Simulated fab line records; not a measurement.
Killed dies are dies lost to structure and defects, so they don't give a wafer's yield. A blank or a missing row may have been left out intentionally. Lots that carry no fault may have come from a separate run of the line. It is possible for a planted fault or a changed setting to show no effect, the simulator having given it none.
Problem report, 8D (eight disciplines) form, completed by code :: flow sky130 :: the parts of the form that need people (team, actions taken, sign-off) are left out

## 1. WHAT IS WRONG
At SKY_LDD_N_IMPLANT_12, doseIonsCm2 averages 9e+12 over 6 wafers from 2 lots, while fault-free wafers read 5e+12, standard deviation 5.4e+09. So: +99 or more standard deviations from the usual mean.
Seen first at day 24 20:04 on implanter-03, wafer L643.1. The record holds 42 wafers of 14 lots with a number at this step. Rule for "out" (also "out of limits"): further than 4 standard deviations from the usual mean. All remaining wafers that have a number are taken as sound.

## 2. WHAT IT IS; WHAT IT IS NOT
question: which readings at this step
is: doseIonsCm2, faradayCurrentUA
is not: beamEnergyKeV, beamOnS

question: which lots
is: L642, L643
is not: L624, L626, L628, L629, L630, L631, L632, L633, L634, L635, L636, L644

question: which wafers of those lots
is: all that have a number
is not: -

question: read on which tools
is: implanter-03
is not: implanter-01, implanter-02

question: when
is: from day 24 20:04
is not: up to then (33 sound wafers); but 3 sound wafers of L644 came after

## 3. THE SUSPECTS, EACH WITH WHAT RULES IT OUT
Counting: any tool at a process step up to the reading is kept as a suspect provided that every lot that is out went through it and no sound lot did after the first of them.
- implanter-03 at SKY_LDD_N_IMPLANT_12: kept. It ran every lot that is out, first L643 (day 24 20:04), and no sound lot after that; its last sound lot up to then is L636 (day 22 12:40). Its own doseIonsCm2, faradayCurrentUA readings are out on those wafers.
After counting, what remains is implanter-03 at SKY_LDD_N_IMPLANT_12.

## 4. THE CAUSE (what the simulator had put in)
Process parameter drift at SKY_LDD_N_IMPLANT_12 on implanter-03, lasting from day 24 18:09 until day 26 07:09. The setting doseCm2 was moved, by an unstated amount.
This tool alone remained once counting was done.

## 5. THE CHAIN OF EFFECTS, in route order
Each row: a reading whose mean over the struck wafers that have a number lies more than 3 standard deviations from the usual. Only readings whose record carries a usual standard deviation are examined. hours: median over the lots of the time between each lot's start at the first step of this table that gives one and its start at this step. sigmas: the change, counted in usual standard deviations.
hours: 0
step: SKY_LDD_N_IMPLANT_12
reading: doseIonsCm2
usual: 5e+12
on struck wafers: 9e+12
change: +4e+12
sigmas: +99 or more

hours: 0
step: SKY_LDD_N_IMPLANT_12
reading: faradayCurrentUA
usual: 28.2
on struck wafers: 48.7
change: +20.5
sigmas: +43
Here are the process steps it includes:
- SKY_LDD_N_IMPLANT_12

## 6. WHAT WOULD HAVE CAUGHT IT SOONER
The fault began at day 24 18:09; the first out-of-limits reading in this record came at day 24 20:04, 2 hours later.
